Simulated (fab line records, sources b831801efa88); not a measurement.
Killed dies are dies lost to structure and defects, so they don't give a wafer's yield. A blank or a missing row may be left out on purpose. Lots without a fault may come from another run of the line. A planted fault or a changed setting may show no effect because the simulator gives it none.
fab line records | flow gf180mcu
record lots=12 wafers=36 last_day=34
route steps=602 shown V2@397 V3@454 M4@472 V4@499
lots that met no fault: from a run of the same line without faults
start_h: hours from the record's first day to the start of the lot's first wafer shown | wait_h: hours since the lot's step before | " the same as in the row above | L1.1+2: a row that stands for several wafers | - no value, or no start given | * or withheld: withheld | < > ~ a bound
route shown NAME@n: a module of which the file shows steps, and the number in the route of the first | usual: mean/standard deviation of fault-free wafers | same: alike in all rows | chamber/n: place in a boat | sites: the reading at each site | _std_site: their standard deviation | _edge_site: outer sites' mean less inner sites' | radius_mm: how far each site lies from the wafer's centre | mask NAME#n: copy n | behind: the tool/chamber that last shaped the wafer | hold: why the lot was held/for how many hours/how that ended | device: the transistor (n, p or np) that didn't switch | end of line: the same wafers' tests at the end of the route | a step without rows: its recipe alone | killed: dies lost to structure and defects at the first sort, not the wafer's yield | map: a wafer's dies, x killed, . not, _ none there
set.NAME: the setting as run; set.NAME@STEP: as run at that earlier step | model.NAME: the simulator's own value behind a step, which no gauge read
steps of the route over a sample of lots; a table a step, a row a wafer
services: from which hour (start_h, from the record's first day; less than 0 if before it) a tool's chamber was out of use, for how many hours, and why
## steps
# step GF_V2_OVL_MEAS_15
# usual V2_OVL=-4/6.8
# columns lot.wafer tool chamber start_h wait_h V2_OVL[nm]
L456.2 overlay-02 - 462.49 0.1 -11
L456.3 " - " " -8
L456.5 " - " " -9
L461.2 overlay-01 - 516.10 0.1 1
L461.3 " - " " -10
L461.6 " - " " -3
L462.1 overlay-01 - 525.13 0.1 -6
L462.2 " - " " -15
L462.4 " - " " -11
L463.1 overlay-01 - 538.42 0.1 -2
L463.5 " - " " -2
L463.6 " - " " 4
L465.1 overlay-01 - 544.10 0.1 3
L465.3 " - " " 5
L465.6 " - " " 6
L466.1 overlay-01 - 550.95 0.1 -8
L466.2 " - " " -4
L466.4 " - " " -5
L467.2 overlay-02 - 561.76 0.1 -1
L467.5 " - " " -11
L467.6 " - " " -6
L473.2 overlay-02 - 606.29 0.1 -7
L473.3 " - " " -5
L473.4 " - " " -11
L474.2 overlay-02 - 609.15 0.1 -9
L474.5 " - " " -6
L474.6 " - " " -16
L475.2 overlay-02 - 616.05 0.1 10
L475.3 " - " " 10
L475.5 " - " " 2
L477.2 overlay-01 - 633.18 0.1 10
L477.4 " - " " 9
L477.6 " - " " 4
L478.3 overlay-02 - 638.64 0.1 -1
L478.5 " - " " -4
L478.6 " - " " 2
# step GF_V3_THK_MEAS_25
# recipe thk_meas_gauge=xrf reads=W_of_V3_CVD_23
# usual V3_W_THK=361/6.4
# columns lot.wafer tool chamber start_h wait_h V3_W_THK[nm]
L456.2 film_metro-03 - 514.93 0.1 367
L456.3 " - " " 364
L456.5 " - " " 362
L461.2 film_metro-02 - 564.84 0.1 367
L461.3 " - " " 371
L461.6 " - " " 364
L462.1 film_metro-04 - 573.51 0.1 351
L462.2 " - " " 353
L462.4 " - " " 354
L463.1 film_metro-03 - 586.25 0.1 365
L463.5 " - " " 368
L463.6 " - " " 372
L465.1 film_metro-03 - 592.19 0.1 367
L465.3 " - " " 369
L465.6 " - " " 363
L466.1 film_metro-04 - 598.14 0.1 353
L466.2 " - " " 353
L466.4 " - " " 346
L467.2 film_metro-04 - 608.30 0.1 351
L467.5 " - " " 353
L467.6 " - " " 348
L473.2 film_metro-02 - 651.46 0.1 367
L473.3 " - " " 365
L473.4 " - " " 369
L474.2 film_metro-04 - 653.34 0.1 354
L474.5 " - " " 354
L474.6 " - " " 351
L475.2 film_metro-03 - 659.92 0.1 365
L475.3 " - " " 368
L475.5 " - " " 358
L477.2 film_metro-02 - 676.69 0.1 361
L477.4 " - " " 363
L477.6 " - " " 362
L478.3 film_metro-03 - 681.71 0.1 365
L478.5 " - " " 362
L478.6 " - " " 357
# step GF_M4_METAL_ETCH_16
# recipe chemistry=Cl2/BCl3 mask_material=KrF target_depth_nm=627.5 stop_on=SiO2 pressure_mtorr=8 icp_w=800 bias_w=140 Cl2_flow_sccm=80 bcl3_flow_sccm=40 time_s=104.6
# usual bias_w=140.0/0.42 drypump_motor_current_A=5.6/0.43 oes_product_au=0.971/0.0063 throttle_valve_pct=28.251/0.01
# columns lot.wafer tool chamber start_h wait_h bias_w drypump_motor_current_A oes_product_au rf_hours_counter_h throttle_valve_pct
L456.2 rie_metal-03 0 538.69 0.0 140.3 6.2 0.967 2.7 28.254
L456.3 " 0 " " 139.9 6.3 0.984 - 28.248
L456.5 " 1 " " 139.9 6.2 0.969 - 28.244
L461.2 rie_metal-01 0 587.72 0.0 141.1 5.7 0.978 12.0 28.251
L461.3 " 1 " " 139.4 5.5 0.976 - 28.261
L461.6 " 1 " " 139.9 5.5 0.973 - 28.249
L462.1 rie_metal-02 1 595.27 0.0 140.2 5.0 0.972 1.6 28.240
L462.2 " 0 " " 139.8 5.1 0.970 0.6 28.234
L462.4 " 0 " " 139.6 5.1 0.970 - 28.247
L463.1 rie_metal-02 1 608.14 0.0 140.2 5.0 0.968 1.9 28.254
L463.5 " 0 " " 139.5 5.1 0.971 - 28.257
L463.6 " 1 " " 140.4 5.0 0.970 - 28.252
L465.1 rie_metal-01 1 613.44 0.0 140.0 5.5 0.979 4.3 28.264
L465.3 " 1 " " 139.7 5.5 0.981 - 28.233
L465.6 " 1 " " 139.6 5.5 0.973 - 28.252
L466.1 rie_metal-01 0 619.66 0.0 140.4 5.7 0.966 0.0 28.245
L466.2 " 1 " " 139.9 5.5 0.972 4.6 28.256
L466.4 " 0 " " 139.6 5.7 0.970 - 28.259
L467.2 rie_metal-01 0 628.92 0.0 139.8 5.7 0.954 0.3 28.251
L467.5 " 1 " " 140.3 5.6 0.984 - 28.256
L467.6 " 0 " " 140.8 5.7 0.970 - 28.267
L473.2 rie_metal-01 0 671.89 0.0 200.8 5.7 0.967 1.6 28.262
L473.3 " 0 " " 200.9 5.7 0.968 - 28.268
L473.4 " 1 " " 139.9 5.5 0.979 - 28.246
L474.2 rie_metal-03 0 673.74 0.0 140.7 6.2 0.978 6.9 28.257
L474.5 " 0 " " 139.8 6.3 0.976 - 28.245
L474.6 " 1 " " 140.9 6.2 0.976 - 28.244
L475.2 rie_metal-01 1 681.26 0.0 140.3 5.5 0.964 6.6 28.252
L475.3 " 0 " " 201.6 5.7 0.962 - 28.248
L475.5 " 0 " " 201.9 5.7 0.979 - 28.233
L477.2 rie_metal-01 0 696.06 0.0 201.1 5.7 0.964 2.6 28.262
L477.4 " 0 " " 201.7 5.7 0.968 - 28.260
L477.6 " 0 " " 201.2 5.7 0.954 - 28.271
L478.3 rie_metal-02 1 701.34 0.1 139.9 5.0 0.972 - 28.254
L478.5 " 0 " " 140.5 5.1 0.975 - 28.241
L478.6 " 1 " " 139.5 5.0 0.985 - 28.237
# step GF_M4_STRIP_17
# recipe chemistry=O2/N2 power_w=1400 pressure_mtorr=1500 platen_temp_c=250 o2_flow_sccm=3000 n2_flow_sccm=300 overash_fraction=0.5
# usual drypump_motor_current_A=6.0/0.48 heater_power_w=313/30 oes_product_au=0.557/0.0053 strip_time_to_endpoint_s=7.86/0.045
# columns lot.wafer tool chamber start_h wait_h drypump_motor_current_A heater_power_w oes_product_au rf_hours_counter_h strip_time_to_endpoint_s
L456.2 plasma_asher-02 0 538.80 0.1 6.2 282 0.558 74 7.83
L456.3 " 1 " " 6.3 314 0.562 - 7.87
L456.5 " 1 " " 6.3 304 0.551 - 7.83
L461.2 plasma_asher-01 1 587.83 0.1 5.4 281 0.561 95 7.89
L461.3 " 1 " " 5.4 289 0.561 - 7.89
L461.6 " 1 " " 5.4 283 0.552 - 7.86
L462.1 plasma_asher-01 0 595.38 0.1 5.3 347 0.551 96 7.85
L462.2 " 1 " " 5.4 287 0.555 96 7.76
L462.4 " 1 " " 5.4 288 0.549 - 7.79
L463.1 plasma_asher-02 1 608.25 0.1 6.2 302 0.559 82 7.93
L463.5 " 1 " " 6.2 301 0.561 - 7.86
L463.6 " 0 " " 6.2 284 0.559 - 7.92
L465.1 plasma_asher-03 0 613.74 0.2 6.1 358 0.565 52 7.89
L465.3 " 0 " " 6.1 358 0.547 - 7.87
L465.6 " 1 " " 6.6 301 0.563 - 7.85
L466.1 plasma_asher-03 1 619.81 0.1 6.6 299 0.551 53 7.86
L466.2 " 0 " " 6.1 358 0.559 53 7.81
L466.4 " 1 " " 6.6 308 0.556 - 7.89
L467.2 plasma_asher-03 1 629.03 0.1 6.6 304 0.565 54 7.90
L467.5 " 0 " " 6.1 364 0.550 - 7.82
L467.6 " 1 " " 6.6 302 0.560 - 7.90
L473.2 plasma_asher-01 0 672.00 0.1 5.2 343 0.541 105 7.61
L473.3 " 1 " " 5.4 288 0.549 - 7.63
L473.4 " 0 " " 5.2 353 0.554 - 7.85
L474.2 plasma_asher-02 1 673.85 0.1 6.3 310 0.562 90 7.87
L474.5 " 0 " " 6.2 284 0.569 - 7.88
L474.6 " 1 " " 6.3 305 0.552 - 7.88
L475.2 plasma_asher-03 1 681.37 0.1 6.6 300 0.557 60 7.87
L475.3 " 1 " " 6.6 296 0.544 - 7.60
L475.5 " 0 " " 6.1 353 0.537 - 7.58
L477.2 plasma_asher-01 0 696.17 0.1 5.3 346 0.557 108 7.64
L477.4 " 1 " " 5.4 286 0.548 - 7.68
L477.6 " 1 " " 5.4 278 0.541 - 7.65
L478.3 plasma_asher-03 0 701.45 0.1 6.1 356 0.556 - 7.91
L478.5 " 1 " " 6.6 305 0.559 - 7.85
L478.6 " 0 " " 6.1 354 0.567 - 7.92
# step GF_V4_CVD_23
# recipe material=W target_thk_nm=350 time_s=104.9 temp_c=400 pressure_torr=40
# usual heater_power_w=918/98
# columns lot.wafer tool chamber start_h wait_h heater_power_w
L456.2 cvd_w-02 1 562.85 0.0 947
L456.3 " 0 " " 853
L456.5 " 0 " " 868
L461.2 cvd_w-02 0 610.98 0.0 835
L461.3 " 1 " " 967
L461.6 " 1 " " 944
L462.1 cvd_w-01 0 618.10 0.0 1065
L462.2 " 1 " " 791
L462.4 " 0 " " 1044
L463.1 cvd_w-01 1 630.63 0.0 802
L463.5 " 1 " " 792
L463.6 " 0 " " 1064
L465.1 cvd_w-02 1 636.18 0.0 953
L465.3 " 0 " " 839
L465.6 " 0 " " 860
L466.1 cvd_w-01 0 641.38 0.0 1076
L466.2 " 1 " " 789
L466.4 " 0 " " 1080
L467.2 cvd_w-02 1 651.56 0.0 936
L467.5 " 1 " " 945
L467.6 " 0 " " 849
L473.2 cvd_w-01 0 694.34 0.0 1065
L473.3 " 1 " " 815
L473.4 " 0 " " 1069
L474.2 cvd_w-02 0 695.29 0.0 850
L474.5 " 0 " " 866
L474.6 " 1 " " 964
L475.2 cvd_w-01 0 702.94 0.0 1059
L475.3 " 0 " " 1071
L475.5 " 1 " " 793
L477.2 cvd_w-02 0 716.94 0.0 846
L477.4 " 1 " " 951
L477.6 " 0 " " 838
L478.3 cvd_w-02 0 722.21 0.1 831
L478.5 " 0 " " 846
L478.6 " 1 " " 980
## services
# columns tool chamber start_h hours kind
rie_metal-03 - 515.55 2.8 pm
rie_metal-02 1 522.05 - clean
rie_metal-02 1 522.05 21.5 scheduled_down
rie_metal-02 1 522.05 21.5 vent_cycle
cvd_w-02 - 523.30 4.3 pm
cvd_w-02 - 533.27 0.9 repair
rie_metal-02 0 543.53 - clean
rie_metal-02 0 543.53 21.9 scheduled_down
rie_metal-02 0 543.53 21.9 vent_cycle
cvd_w-02 0 584.79 8.5 repair
rie_metal-01 0 593.74 - clean
rie_metal-01 0 593.74 20.3 scheduled_down
rie_metal-01 0 593.74 20.3 vent_cycle
rie_metal-02 - 613.11 0.6 repair
cvd_w-01 - 613.39 1.4 repair
rie_metal-02 1 627.19 2.5 repair
rie_metal-03 - 633.76 4.3 pm
plasma_asher-01 - 637.91 2.8 pm
rie_metal-02 - 671.26 2.8 pm
cvd_w-01 1 672.72 5.4 repair
## key
first_sign step=GF_M4_METAL_ETCH_16 reading=bias_w direction=up sigmas=99+ usual=140.0 struck=201.3
effect step=GF_M4_STRIP_17 reading=strip_time_to_endpoint_s direction=down sigmas=5.2 usual=* struck=*
met_at GF_M4_METAL_ETCH_16
struck_lots L473,L475,L477
struck_wafers L473.2,L473.3,L475.3,L475.5,L477.2,L477.4,L477.6
not_acting_at GF_V2_OVL_MEAS_15,GF_V3_THK_MEAS_25,GF_V4_CVD_23
onset_between 628.92 671.89
fault kind=process_parameter_drift tool=rie_metal-01 chamber=0 onset_h=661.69 steps=GF_M4_METAL_ETCH_16 channel=bias_w offset=61.105 shape=step end_h=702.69 acts_in=these_recipes_only stated=140
